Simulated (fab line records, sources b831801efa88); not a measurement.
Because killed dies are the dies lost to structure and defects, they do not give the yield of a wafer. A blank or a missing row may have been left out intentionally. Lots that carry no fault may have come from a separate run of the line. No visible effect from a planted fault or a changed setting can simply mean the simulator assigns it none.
A lot that was struck, set against a sound lot :: flow sfq line :: 24 steps out of a route of 325
Sound: wafers L671.1, L671.2, L671.3. Wafers L666.3, L666.4, L666.5 were the ones struck. The cause is named last.
Each step with rows lists, per side, the tool, then ch with its chambers, then its first start. Under that, the readings that differ: sound wafers :: struck wafers :: difference of the means :: sigmas: that difference in standard deviations of wafers without a fault.
alike: same words and numbers on both sides, and readings whose means sit less than 2 such deviations apart. not compared: any withheld reading, any reading some wafer has no value for, any bound like >300 that may hide the same value, and any number with overlapping values for which the record gives no deviation.
A row with sigmas, a row that says differs or no value, or rows on one side alone: a step with any of these is where the two part. Numbers that don't overlap but have no deviation are shown without sigmas and don't part them. Lack of a reading on every wafer of one side parts them only where that side has two or more wafers.

SFQ_I5_OVL_MEAS_936:
  sound on overlay-01, day 69 15:19; struck on overlay-01, day 68 23:44
  alike: I5_OVL
SFQ_TRILAYER_I5_BARC_OPEN_VIA_ETCH_200: etches BARC in O2, target depth 125 nm, time 41.7 s.
  sound on rie diel-01 ch 0,1,2, day 69 15:21; struck on rie diel-02 ch 0,1,3, day 68 23:45
  alike: bias w, chamber pressure mTorr, drypump motor current A, oes product au
  not compared: rf hours counter h
SFQ_TRILAYER_I5_ETCH_VIA_ETCH_147: etches the open film in CHF3, stops on Nb, target depth 360 nm.
  sound on rie diel-01 ch 0,1,2, day 69 15:23; struck on rie diel-02 ch 0,1,3, day 68 23:47
  alike: bias w, chamber pressure mTorr, drypump motor current A, oes product au
SFQ_TRILAYER_I5_STRIP_STRIP_148: strips in O2.
  sound on rie metal-02 ch 0,1, day 69 15:32; struck on rie metal-01 ch 0,1, day 69 00:08
  alike: drypump motor current A, oes product au
  not compared: rf hours counter h
then, 7 steps without rows for these wafers: SFQ_TRILAYER_I5_STRIP_SOLV_CLEAN_149 (cleans in NMP, time 600 s); SFQ_TRILAYER_C5_LITHO_COAT_156 (resist thk 62 nm); SFQ_TRILAYER_C5_LITHO_COAT_151 (resist thk 650 nm); SFQ_TRILAYER_C5_LITHO_SOFTBAKE_155; SFQ_TRILAYER_C5_LITHO_EXPOSE_152 (exposes mask C5, target cd 500 nm); SFQ_TRILAYER_C5_LITHO_PEB_154 (peb time 60 s); SFQ_TRILAYER_C5_LITHO_DEVELOP_153 (time 60 s).
SFQ_C5_OVL_MEAS_937:
  sound on overlay-01, day 70 03:13; struck on overlay-02, day 69 06:41
  alike: C5_OVL
SFQ_TRILAYER_C5_BARC_OPEN_VIA_ETCH_210: etches BARC in O2, target depth 125 nm, time 41.7 s.
  sound on rie diel-03 ch 0,1,3, day 70 03:15; struck on rie diel-02 ch 0,2,3, day 69 06:42
  no value came back on the struck wafers for any of 5 readings (bias w (W), chamber pressure mTorr (mTorr) and others); on the sound wafers bias w (W) reads 79.78 80.19 79.66
reading: model.KrF_of_TRILAYER_C5_LITHO_COAT_151.thk nm (nm)
sound: 577.1 575.4 578.9
struck: 626.2 624.4 626.4
difference: +48.5
sigmas: 
SFQ_TRILAYER_C5_ETCH_VIA_ETCH_154: etches SiO2 in CHF3, stops on Nb, target depth 84 nm.
  sound on rie diel-03 ch 0,1,3, day 70 03:17; struck on rie diel-02 ch 0,2,3, day 69 06:44
reading: oes product au (a.u.)
sound: 0.887 0.892 0.891
struck: 0.365 0.371 0.372
difference: -0.521
sigmas: -59

reading: model.KrF_of_TRILAYER_C5_LITHO_COAT_151.thk nm (nm)
sound: 562.4 560.7 564.5
struck: 611.8 610 612.2
difference: +48.8
sigmas: 
  alike: bias w, chamber pressure mTorr, drypump motor current A
SFQ_TRILAYER_C5_STRIP_STRIP_155: strips in O2.
  sound on rie metal-04 ch 0,1, day 70 03:20; struck on rie metal-03 ch 0,1, day 69 06:59
  alike: drypump motor current A, oes product au
  not compared: rf hours counter h
then, 2 steps without rows for these wafers: SFQ_TRILAYER_C5_STRIP_SOLV_CLEAN_156 (cleans in NMP, time 600 s); SFQ_TRILAYER_M6_DEP_PRE_CLEAN_158 (time 22.5 s).
SFQ_TRILAYER_M6_DEP_SPUTTER_157: material Nb, target thk 200 nm, time 133.3 s.
  sound on pvd sputter-03, day 70 04:19; struck on pvd sputter-06, day 69 07:35
  alike: base pressure pa, throttle valve pct
SFQ_M6_RS_MEAS_938: the measuring method here is four-point-probe.
  sound on film metro-04, day 70 04:25; struck on film metro-03, day 69 07:44
  alike: M6_NB_RS
then, 3 steps without rows for these wafers: SFQ_TRILAYER_M6_LITHO_COAT_164 (resist thk 62 nm); SFQ_TRILAYER_M6_LITHO_COAT_159 (resist thk 600 nm); SFQ_TRILAYER_M6_LITHO_SOFTBAKE_163.
SFQ_TRILAYER_M6_LITHO_EXPOSE_160: exposes mask M6, target cd 500 nm.
  sound on krf scanner-01 ch 0, day 70 08:55; struck on krf scanner-01, day 69 18:55
  no value came back on the struck wafers for exposure dose mJ cm2, focus offset nm (nm); on the sound wafers exposure dose mJ cm2 reads 14.373 14.392 14.388
  alike: mask
then, 1 step without rows for these wafers: SFQ_TRILAYER_M6_LITHO_PEB_162 (peb time 60 s).

WHERE THEY PART
First at SFQ_TRILAYER_C5_BARC_OPEN_VIA_ETCH_210; last, within this record, at SFQ_TRILAYER_M6_LITHO_EXPOSE_160.

WHY: whatever the simulator had introduced
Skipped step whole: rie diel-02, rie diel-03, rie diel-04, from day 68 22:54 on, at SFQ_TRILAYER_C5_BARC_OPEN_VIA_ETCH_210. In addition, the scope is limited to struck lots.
